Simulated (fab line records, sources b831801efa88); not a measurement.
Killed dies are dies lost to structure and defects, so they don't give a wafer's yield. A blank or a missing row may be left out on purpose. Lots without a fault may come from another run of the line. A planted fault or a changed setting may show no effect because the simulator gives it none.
Chamber matching | flow gf180mcu | GF_STI_CMP_25 on cmp-01: 4 sister chambers
The step polishes, stops on Si3N4, t overpolish 33 s, target thk 524.6 nm. 8 wafers are shown with their chamber, then 8 later ones without.

WAFERS WITH THEIR CHAMBER
wafer  | chamber | motor_current_A (A) | time_to_endpoint_s (s)
L958.6 | 1       | 11.4                | 119
L959.1 | 3       | 10.8                | 116
L959.3 | 2       | 10.3                | 114
L959.6 | 3       | 11.0                | 117
L961.1 | 2       | 9.8                 | 112
L961.2 | 0       | 13.1                | 121
L961.5 | 0       | 13.3                | 121
L963.2 | 1       | 11.8                | 118

WAFERS WITHOUT THEIR CHAMBER
wafer  | motor_current_A (A) | time_to_endpoint_s (s)
L963.4 | 9.9                 | 117
L963.5 | 11.8                | 116
L965.1 | 10.0                | 119
L965.3 | 11.9                | 117
L965.6 | 11.7                | 123
L970.1 | 12.8                | 121
L970.4 | 11.3                | 118
L970.5 | 9.9                 | 117

WHICH CHAMBER EACH WENT THROUGH
wafer  | from the rows above     | in truth
L963.4 | can't be placed: 3 or 2 | 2
L963.5 | can't be placed: 1 or 3 | 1
L965.1 | can't be placed: 3 or 1 | 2
L965.3 | can't be placed: 1 or 3 | 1
L965.6 | can't be placed: 1 or 0 | 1
L970.1 | 0                       | 0
L970.4 | can't be placed: 1 or 3 | 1
L970.5 | can't be placed: 3 or 2 | 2
Placed correctly: 1 of 8. Can't be placed from these rows: 7 (the true chamber is among the candidates in 6). Placed wrongly: 0.
How it was worked out, from the rows above alone: a wafer's distance from a chamber is the root of the sum, over the readings, of the square of ((its reading less the chamber's mean) divided by the reading's scatter). The wafer belongs to the nearest chamber; if the next one is less than 2 further off, it can't be placed. A chamber's mean is the mean of its shown wafers. The scatter: the root of (the sum of the squares of (reading less its chamber's mean) over the shown wafers, divided by (wafers less chambers)).
